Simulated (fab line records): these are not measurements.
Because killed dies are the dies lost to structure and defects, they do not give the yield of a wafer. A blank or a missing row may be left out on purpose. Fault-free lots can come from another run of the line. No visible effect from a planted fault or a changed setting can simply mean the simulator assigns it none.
Split-lot experiment | flow sfqLine | 23 wafers read from 5 lots, route of 325 steps

## SPLIT DETAILS
At SFQ_TRILAYER_L0_VIA_LITHO_PEB_016 (peb time 60 s), the setting pebTimeS was moved away from the recipe's 60 s on 5 of the 23 wafers read, by -14.8% to +13.7%. The other wafers ran this setting at the recipe's value.

## BETWEEN THE SPLIT AND THE READING: the file shows 1 step in between
- SFQ_TRILAYER_L0_VIA_LITHO_DEVELOP_015: time 60 s

## THE READING
L0V.cdNm (the simulator's own value, which no gauge read), in nm, at SFQ_TRILAYER_L0_VIA_BARC_OPEN_VIA_ETCH_021 (etches BARC in O2, target depth 125 nm, time 41.7 s). The file does not state a usual value for it. Average 698.2 nm, standard deviation 5.1 nm, over the 18 wafers here run with the recipe.

wafer  | tool, chamber at the split | pebTimeS as run, s | against the recipe | L0V.cdNm, nm | against lot-mates on the recipe
L074.1 | lithoTrack-02, 0           | 60                 | recipe             | 697.7        | -
L074.3 | lithoTrack-02, 0           | 60                 | recipe             | 698.2        | -
L074.6 | lithoTrack-02, 0           | 60                 | recipe             | 698.8        | -
L075.2 | lithoTrack-03, 0           | 60                 | recipe             | 698          | -
L075.3 | lithoTrack-03, 0           | 68.24              | +13.7%             | 715.3        | +17.7
L075.4 | lithoTrack-03, 0           | 60                 | recipe             | 697.2        | -
L075.5 | lithoTrack-03, 0           | 68.24              | +13.7%             | 713.4        | +15.8
L075.6 | lithoTrack-03, 0           | 68.24              | +13.7%             | 715.5        | +17.9
L079.1 | lithoTrack-04, 0           | 51.13              | -14.8%             | 678.6        | -16.9
L079.3 | lithoTrack-04, 0           | 60                 | recipe             | 692.1        | -
L079.4 | lithoTrack-04, 0           | 60                 | recipe             | 701.2        | -
L079.5 | lithoTrack-04, 0           | 51.13              | -14.8%             | 676.2        | -19.3
L079.6 | lithoTrack-04, 0           | 60                 | recipe             | 693.3        | -
L083.1 | lithoTrack-03, 0           | 60                 | recipe             | 700.1        | -
L083.2 | lithoTrack-03, 0           | 60                 | recipe             | 700          | -
L083.3 | lithoTrack-03, 0           | 60                 | recipe             | 704.8        | -
L083.4 | lithoTrack-03, 0           | 60                 | recipe             | 706          | -
L083.6 | lithoTrack-03, 0           | 60                 | recipe             | 706.4        | -
L084.1 | lithoTrack-04, 0           | 60                 | recipe             | 687.6        | -
L084.2 | lithoTrack-04, 0           | 60                 | recipe             | 699.7        | -
L084.3 | lithoTrack-04, 0           | 60                 | recipe             | 698.1        | -
L084.4 | lithoTrack-04, 0           | 60                 | recipe             | 688.6        | -
L084.5 | lithoTrack-04, 0           | 60                 | recipe             | 699.9        | -

THE FIT
A straight line over all 23 wafers: L0V.cdNm changes by +1.3 nm for each +1% of pebTimeS; r = +0.88; the points scatter about the line by 4.7 nm.
The same after taking each lot's own level away (the mean of its wafers on the recipe; 23 wafers): +1.24 nm for each +1%; r = +0.93; scatter 3.4 nm.
Per that fit: largest pebTimeS move, reading shift of 18 nm.
Across the lots, their own levels run from 694.78 to 703.46 nm, a range of 1.7 times the standard deviation given above.
So the lot-to-lot level changes the slope little: the two slopes agree.
Check: for one of the wafers moved furthest among these (-14.8%), held out of the fit, the line's prediction against its lot-mates is -18.8 nm. It came out at -16.9 nm against them.

## ADDITIONAL SPLITS CARRIED BY THESE WAFERS
These wafers also went through other splits before the reading. Each is held against what the fit with the lots' levels taken away leaves over:
other split on the same wafers              | wafers away from the commonest value | r with L0V.cdNm (lot level and that fit taken away)
SFQ_TRILAYER_L0_VIA_LITHO_EXPOSE_014 doseMj | 7                                    | +0.68

## THE WHOLE CHAIN: every reading that the file lists as answering this split, in the file's order
step                                       | what it does                                              | reading                                                   | change (the file's fit)                                                                              | r (the file's)
SFQ_TRILAYER_L0_VIA_BARC_OPEN_VIA_ETCH_021 | etches BARC in O2, target depth 125 nm, time 41.7 s       | L0V.cdNm (the simulator's own value, which no gauge read) | +1.23 nm for each +1% of the setting                                                                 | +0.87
SFQ_TRILAYER_L0_VIA_ETCH_VIA_ETCH_016      | etches SiO2 in CHF3, stops on MoNx KI, target depth 80 nm | L0V.cdNm (the simulator's own value, which no gauge read) | +1.43 nm for each +1% of the setting, in a fit together with doseMj@TRILAYER_L0_VIA_LITHO_EXPOSE_014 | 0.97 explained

## FILE'S OWN FIT
L0V.cdNm changes by +1.23 nm for each +1% of pebTimeS, r = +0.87.
